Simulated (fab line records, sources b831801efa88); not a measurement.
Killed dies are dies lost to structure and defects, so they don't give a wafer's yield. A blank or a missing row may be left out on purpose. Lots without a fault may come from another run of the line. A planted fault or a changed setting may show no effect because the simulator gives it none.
A struck lot beside a sound one | flow sfq_line | 42 steps out of a route of 325
Sound: wafers L624.2, L624.4, L624.6. Struck: wafers L614.1, L614.6. (L614.3 of the same lot was not struck and is left out.) The cause comes at the end.
At each step with rows: each side's tool, then ch and its chambers, then its first start. Under that, the readings that differ: sound wafers | struck wafers | difference of the means | sigmas: that difference in standard deviations of wafers without a fault.
alike: readings whose means differ by less than 2 such deviations, and words and numbers that are the same on both sides. not compared: withheld readings, readings that some wafer has no value for, bounds like >300 that may hide the same value, and numbers for which the record gives no deviation and whose values overlap.
The two part at a step that has a row with sigmas, a row that says differs or no value, or rows on one side only. Numbers that don't overlap but have no deviation are shown without sigmas and don't part them. A reading that every wafer of one side lacks parts them only if that side has two wafers or more.

first, 6 steps without rows for these wafers: SFQ_TRILAYER_L0_VIA_LITHO_COAT_018 (resist thk 62 nm); SFQ_TRILAYER_L0_VIA_LITHO_COAT_013 (resist thk 650 nm); SFQ_TRILAYER_L0_VIA_LITHO_SOFTBAKE_017; SFQ_TRILAYER_L0_VIA_LITHO_EXPOSE_014 (exposes mask L0V, target cd 700 nm); SFQ_TRILAYER_L0_VIA_LITHO_PEB_016 (peb time 60 s); SFQ_TRILAYER_L0_VIA_LITHO_DEVELOP_015 (time 60 s).
SFQ_L0V_OVL_MEAS_903:
  sound on overlay-01, day 13 05:09; struck on overlay-02, day 10 15:09
  alike: L0V_OVL
then, 2 steps without rows for these wafers: SFQ_TRILAYER_L0_VIA_BARC_OPEN_VIA_ETCH_021 (etches BARC in O2, target depth 125 nm, time 41.7 s); SFQ_TRILAYER_L0_VIA_ETCH_VIA_ETCH_016 (etches SiO2 in CHF3, stops on MoNx KI, target depth 80 nm).
SFQ_TRILAYER_L0_VIA_STRIP_STRIP_017: strips in O2.
  sound on rie_metal-01 ch 0,1, day 13 05:16; struck on rie_metal-03 ch 0,1, day 10 15:16
  reading               | sound             | struck      | difference | sigmas
  oes_product_au (a.u.) | 1.007 1.006 1.004 | 0.981 0.991 | -0.020     | -3
  alike: drypump_motor_current_A
  not compared: rf_hours_counter_h
then, 2 steps without rows for these wafers: SFQ_TRILAYER_L0_VIA_STRIP_SOLV_CLEAN_018 (cleans in NMP, time 600 s); SFQ_TRILAYER_M0_DEP_PRE_CLEAN_020 (time 15 s).
SFQ_TRILAYER_M0_DEP_SPUTTER_019: material Nb, target thk 200 nm, time 133.3 s.
  sound on pvd_sputter-05, day 13 06:04; struck on pvd_sputter-04, day 10 16:04
  reading                                             | sound           | struck    | difference | sigmas
  throttle_valve_pct (%)                              | 28.9 29.2 29.1  | 32.0 30.9 | +2.4       | +3
  model.Nb_of_TRILAYER_M0_DEP_SPUTTER_019.thk_nm (nm) | 202 201.4 200.9 | 170 169.7 | -32        |
  alike: base_pressure_pa, cathode_dc_power_W
SFQ_M0_RS_MEAS_904: measures by four-point-probe.
  sound on film_metro-04, day 13 06:10; struck on film_metro-03, day 10 16:10
  reading           | sound             | struck      | difference | sigmas
  M0_NB_RS (ohm/sq) | 0.882 0.882 0.886 | 1.048 1.052 | +0.167     | +18
then, 6 steps without rows for these wafers: SFQ_TRILAYER_M0_LITHO_COAT_026 (resist thk 62 nm); SFQ_TRILAYER_M0_LITHO_COAT_021 (resist thk 600 nm); SFQ_TRILAYER_M0_LITHO_SOFTBAKE_025; SFQ_TRILAYER_M0_LITHO_EXPOSE_022 (exposes mask M0, target cd 500 nm); SFQ_TRILAYER_M0_LITHO_PEB_024 (peb time 60 s); SFQ_TRILAYER_M0_LITHO_DEVELOP_023 (time 60 s).
-- the record jumps here: 5 days lie between the struck wafers' starts before and after --
SFQ_M0_OVL_MEAS_906:
  sound on overlay-02, day 18 20:27; struck on overlay-01, day 15 19:45
  alike: M0_OVL
then, 1 step without rows for these wafers: SFQ_TRILAYER_M0_BARC_OPEN_METAL_ETCH_031 (etches BARC in O2, target depth 125 nm, time 41.7 s).
SFQ_TRILAYER_M0_ETCH_METAL_ETCH_024: etches Nb in Cl2/Ar, stops on SiO2, target depth 240 nm, time 120 s.
  sound on rie_metal-04 ch 0,1, day 18 20:32; struck on rie_metal-03 ch 0,1, day 15 19:51
  reading               | sound             | struck      | difference | sigmas
  oes_product_au (a.u.) | 0.903 0.894 0.894 | 0.813 0.813 | -0.084     | -12
  alike: drypump_motor_current_A
  not compared: rf_hours_counter_h
then, 2 steps without rows for these wafers: SFQ_TRILAYER_M0_STRIP_STRIP_025 (strips in O2); SFQ_TRILAYER_M0_STRIP_SOLV_CLEAN_026 (cleans in NMP, time 600 s).
SFQ_TRILAYER_I0_DEP_PECVD_027: deposits SiO2 from SiH4/N2O, time 111.11 s, target thk 500 nm.
  sound on pecvd-03 ch 0,2, day 18 21:26; struck on pecvd-01 ch 1,2, day 15 20:45
  alike: heater_power_w, throttle_valve_pct
SFQ_TRILAYER_I0_CMP_CMP_028: polishes SiO2.
  sound on cmp-01 ch 1,2,3, day 18 22:31; struck on cmp-02 ch 1,3, day 15 23:38
  alike: motor_current_A, retaining_ring_pressure_frac, time_to_endpoint_s
SFQ_I0_BOW_MEAS_907:
  sound on film_metro-04, day 19 00:32; struck on film_metro-04, day 16 01:38
  alike: I0_BOW
SFQ_TRILAYER_I0_METRO_MEASURE_029:
  sound on film_metro-04, day 19 00:50; struck on film_metro-04, day 16 01:45
  alike: thk_nm
then, 6 steps without rows for these wafers: SFQ_TRILAYER_I0_VIA_LITHO_COAT_036 (resist thk 62 nm); SFQ_TRILAYER_I0_VIA_LITHO_COAT_031 (resist thk 650 nm); SFQ_TRILAYER_I0_VIA_LITHO_SOFTBAKE_035; SFQ_TRILAYER_I0_VIA_LITHO_EXPOSE_032 (exposes mask I0, target cd 500 nm); SFQ_TRILAYER_I0_VIA_LITHO_PEB_034 (peb time 60 s); SFQ_TRILAYER_I0_VIA_LITHO_DEVELOP_033 (time 60 s).
SFQ_I0_OVL_MEAS_908:
  sound on overlay-02, day 25 22:05; struck on overlay-02, day 16 05:12
  alike: I0_OVL
then, 2 steps without rows for these wafers: SFQ_TRILAYER_I0_VIA_BARC_OPEN_VIA_ETCH_046 (etches BARC in O2, target depth 125 nm, time 41.7 s); SFQ_TRILAYER_I0_VIA_ETCH_VIA_ETCH_034 (etches SiO2 in CHF3, stops on Nb, target depth 260 nm).
SFQ_TRILAYER_I0_VIA_STRIP_STRIP_035: strips in O2.
  sound on rie_metal-02 ch 1, day 25 22:16; struck on rie_metal-03 ch 0, day 16 05:23
  alike: drypump_motor_current_A, oes_product_au
  not compared: rf_hours_counter_h
then, 2 steps without rows for these wafers: SFQ_TRILAYER_I0_VIA_STRIP_SOLV_CLEAN_036 (cleans in NMP, time 600 s); SFQ_TRILAYER_M1_DEP_PRE_CLEAN_038 (time 22.5 s).
-- the record jumps here: 62 days lie between the struck wafers' starts before and after --
SFQ_M8_BOW_MEAS_951:
  sound on film_metro-03, day 80 14:02; struck on film_metro-02, day 78 05:09
  reading                 | sound                | struck      | difference | sigmas
  model.etest.m0.ohm_um   | 1.754 1.76 1.772     | 2.091 2.089 | +0.328     |
  model.etest.m0.ohm_sq   | 0.8807 0.8834 0.8853 | 1.046 1.048 | +0.164     |
  model.etest.i0.link_ohm | 1.955 1.975 1.958    | 2.13 2.123  | +0.16      |
  alike: M8_BOW

WHERE THEY PART
First at SFQ_TRILAYER_L0_VIA_STRIP_STRIP_017; last, within this record, at SFQ_TRILAYER_M0_ETCH_METAL_ETCH_024. Later steps at which nothing parts them and some readings are alike: SFQ_TRILAYER_I0_DEP_PECVD_027, SFQ_TRILAYER_I0_CMP_CMP_028, SFQ_I0_BOW_MEAS_907, SFQ_TRILAYER_I0_METRO_MEASURE_029, SFQ_I0_OVL_MEAS_908, SFQ_TRILAYER_I0_VIA_STRIP_STRIP_035, SFQ_M8_BOW_MEAS_951.

WHY: what the simulator had put in
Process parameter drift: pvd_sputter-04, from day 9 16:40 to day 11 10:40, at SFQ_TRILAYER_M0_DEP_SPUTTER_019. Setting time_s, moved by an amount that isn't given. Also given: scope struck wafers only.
